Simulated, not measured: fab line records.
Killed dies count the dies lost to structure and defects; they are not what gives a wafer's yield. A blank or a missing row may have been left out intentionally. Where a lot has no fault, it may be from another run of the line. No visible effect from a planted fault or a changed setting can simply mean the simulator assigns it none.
Split-lot study -- flow sky130 -- 23 wafers read from 5 lots, route of 708 steps

## THE SPLIT ITSELF
At SKY_SD_P_DEVELOP_06 (develop time 60 s), the setting dev_temp_c was moved away from the recipe's 23 C on 4 of the 23 wafers read, by +9.7% to +15.4%. The other wafers ran this setting at the recipe's value.

The file shows no step between the split and the reading.

## THE READING
Shown in nm: cd_nm at SKY_SD_P_CD_MEAS_07, with target cd 380 nm. On this fab line, fault-free wafers typically give 379.7 nm with a standard deviation of 2.2 nm.

wafer,"tool, chamber at the split","dev_temp_c as run, C",against the recipe,"cd_nm, nm",against lot-mates on the recipe
L076.2,"litho_track-03, 0",23,recipe,376.6,-
L076.3,"litho_track-03, 0",23,recipe,377.7,-
L076.4,"litho_track-03, 0",23,recipe,378.1,-
L076.5,"litho_track-03, 0",23,recipe,377.6,-
L076.6,"litho_track-03, 0",23,recipe,376.0,-
L080.1,"litho_track-02, 0",23,recipe,376.9,-
L080.3,"litho_track-02, 0",23,recipe,377.1,-
L080.4,"litho_track-02, 0",23,recipe,380.5,-
L080.5,"litho_track-02, 0",23,recipe,377.8,-
L080.6,"litho_track-02, 0",23,recipe,380.5,-
L081.1,"litho_track-03, 0",26.54,+15.4%,367.6,-9.6
L081.2,"litho_track-03, 0",23,recipe,376.3,-
L081.3,"litho_track-03, 0",23,recipe,377.1,-
L081.4,"litho_track-03, 0",26.54,+15.4%,366.4,-10.8
L081.6,"litho_track-03, 0",23,recipe,378.1,-
L082.1,"litho_track-02, 0",23,recipe,381.6,-
L082.2,"litho_track-02, 0",23,recipe,382.3,-
L082.4,"litho_track-02, 0",25.22,+9.7%,373.5,-8.3
L082.5,"litho_track-02, 0",23,recipe,381.4,-
L082.6,"litho_track-02, 0",25.22,+9.7%,375.4,-6.4
L084.3,"litho_track-01, 0",23,recipe,377.5,-
L084.5,"litho_track-01, 0",23,recipe,378.5,-
L084.6,"litho_track-01, 0",23,recipe,379.1,-

THE FIT
A straight line over all 23 wafers: cd_nm changes by -0.658 nm for each +1% of dev_temp_c; r = -0.86; the points scatter about the line by 2 nm.
The same after taking each lot's own level away (the mean of its wafers on the recipe; 23 wafers): -0.686 nm for each +1%; r = -0.96; scatter 1.1 nm.
Per that fit: largest dev_temp_c move, reading shift of 11 nm.
Measured against the standard deviation above, the lots' own levels, which go from 377.17 to 381.77 nm, span 2.1 times it.
Hence the lot-to-lot level has little effect on the slope; both slopes agree.
Check: for one of the wafers moved furthest among these (+15.4%), held out of the fit, the line's prediction against its lot-mates is -11.2 nm. Against them it came out at -9.57 nm.

## OTHER SPLITS APPLIED TO THESE WAFERS
These wafers also went through other splits before the reading. Each is held against what the fit with the lots' levels taken away leaves over:
other split on the same wafers,wafers away from the commonest value,r with cd_nm (lot level and that fit taken away)
SKY_LDD_HVN_STRIP_09 power_w,11,-0.31

## THE FILE'S OWN FIT
cd_nm changes by -0.69 nm for each +1% of dev_temp_c, r = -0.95.
